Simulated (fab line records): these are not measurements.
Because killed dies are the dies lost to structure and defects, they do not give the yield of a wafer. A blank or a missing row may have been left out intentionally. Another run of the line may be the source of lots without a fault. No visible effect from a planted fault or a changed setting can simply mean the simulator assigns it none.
The tool behind it: which one? | flow sky130 | Sampling: 12 lots, 36 wafers, 3 of 708 route steps

## WHAT THE GAUGES SHOWED, per wafer
SKY_NWELL_RS_MEAS_29: a four-point-probe measurement.
lot  | measured     | on           | NWELL_RS (ohm/sq)
L210 | day 5 18:29  | filmMetro-01 | 629.1 626.7 626.8
L211 | day 5 23:29  | filmMetro-04 | 622.9 622.9 621.7
L215 | day 7 01:06  | filmMetro-01 | 626.1 623.6 624.8
L217 | day 7 13:54  | filmMetro-04 | 627.0 626.6 625.4
L218 | day 7 16:49  | filmMetro-01 | 619.2 619.0 618.1
L220 | day 8 08:26  | filmMetro-03 | 620.3 619.0 618.6
L226 | day 10 02:52 | filmMetro-03 | 622.9 625.0 623.5
L227 | day 10 06:11 | filmMetro-04 | 624.2 623.1 622.4
L228 | day 10 10:19 | filmMetro-01 | 623.1 622.0 624.0
L229 | day 10 20:20 | filmMetro-04 | 625.1 625.7 625.4
L230 | day 11 00:25 | filmMetro-01 | 623.8 625.8 626.7
L231 | day 11 06:14 | filmMetro-04 | 624.2 624.0 625.0

SKY_CONTACT_THK_MEAS_03.
lot  | measured     | on           | CONTACT_HDPCVD_THK (nm)
L210 | day 31 01:26 | filmMetro-02 | 562 555 552
L211 | day 31 09:11 | filmMetro-04 | 569 576 564
L215 | day 32 22:55 | filmMetro-02 | 554 555 565
L217 | day 33 04:27 | filmMetro-04 | 567 570 560
L218 | day 33 09:21 | filmMetro-03 | 569 564 569
L220 | day 34 02:34 | filmMetro-02 | 563 559 563
L226 | day 36 15:35 | filmMetro-02 | 570 576 570
L227 | day 36 17:29 | filmMetro-02 | 570 579 572
L228 | day 36 19:06 | filmMetro-04 | 574 567 567
L229 | day 37 01:16 | filmMetro-03 | 561 570 561
L230 | day 37 05:31 | filmMetro-04 | 560 564 567
L231 | day 37 13:06 | filmMetro-03 | 553 547 556

## WHAT TOOL EACH LOT RAN ON (gives the tool, then ch and the chambers of the sampled wafers, and finally the start)
lot  | SKY_NWELL_IMPLANT_11
L210 | implanter-01 ch 0, day 4 23:27
L211 | implanter-01 ch 0, day 5 04:41
L215 | implanter-01 ch 0, day 6 05:18
L217 | implanter-02 ch 0, day 6 17:35
L218 | implanter-01 ch 0, day 6 19:53
L220 | implanter-01 ch 0, day 7 11:34
L226 | implanter-04 ch 0, day 9 04:35
L227 | implanter-02 ch 0, day 9 06:59
L228 | implanter-02 ch 0, day 9 11:15
L229 | implanter-02 ch 0, day 9 20:11
L230 | implanter-02 ch 0, day 9 23:38
L231 | implanter-04 ch 0, day 10 05:52
- SKY_NWELL_IMPLANT_11

## AS READ BY THE TOOLS THEMSELVES (means over the sampled wafers that have a number; for cases with no such wafer, the mark the record gives instead)
SKY_NWELL_IMPLANT_11.
lot  | tool         | beamEnergyKeV
L210 | implanter-01 | 400.03
L211 | implanter-01 | 400.12
L215 | implanter-01 | 399.96
L217 | implanter-02 | 399.90
L218 | implanter-01 | 418.50
L220 | implanter-01 | 418.34
L226 | implanter-04 | 399.93
L227 | implanter-02 | 400.18
L228 | implanter-02 | 399.87
L229 | implanter-02 | 400.04
L230 | implanter-02 | 400.06
L231 | implanter-04 | 399.95

## THE ANSWER, worked out from the rows above alone
Rule: what is usual is taken from the lots themselves. The widest of any qualifying gaps counts: lots, ordered by their means at a reading, are off when they make up no more than a third of the lots, leave a main group of 4 or more, and stand apart from it by 3 or more times the standard deviation of that group's means. A main group whose means are all the same, to the digits that the tables above print for the reading, isn't used. A lot without any number at a reading at which 4 lots or more have one is off too. All remaining lots with rows at the step are treated as sound. The gauges are gone through in route order, then the tools' own readings, and for those a lot's mean is taken as printed above. At the first step where some lot is off, the reading lying furthest off is the one used; lots without a number count as furthest.
Off at SKY_NWELL_IMPLANT_11 (beamEnergyKeV): L218, L220. For the main group the mean is 400.00 and the standard deviation 0.094.
A tool fits if, at that step or a process step before it, it ran every lot that is off, and no sound lot after the first of them. One fits: SKY_NWELL_IMPLANT_11 on implanter-01. A fault onset in the window from L215 (day 6 05:18, its last sound lot) to L218 (day 6 19:53, its first lot off) fits.
The tool's own readings at SKY_NWELL_IMPLANT_11 bear it out: on the lots that are off they differ by more than 5 times the standard deviation of the sound lots' means. beamEnergyKeV reads 418.42 there against 400.00 on the sound lots.

## WHAT THE SIMULATOR HAD INSERTED
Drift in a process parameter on implanter-01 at SKY_NWELL_IMPLANT_11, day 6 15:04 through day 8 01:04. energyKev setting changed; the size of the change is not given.
Lots struck among those shown: L218, L220. Same finding as the rule above.
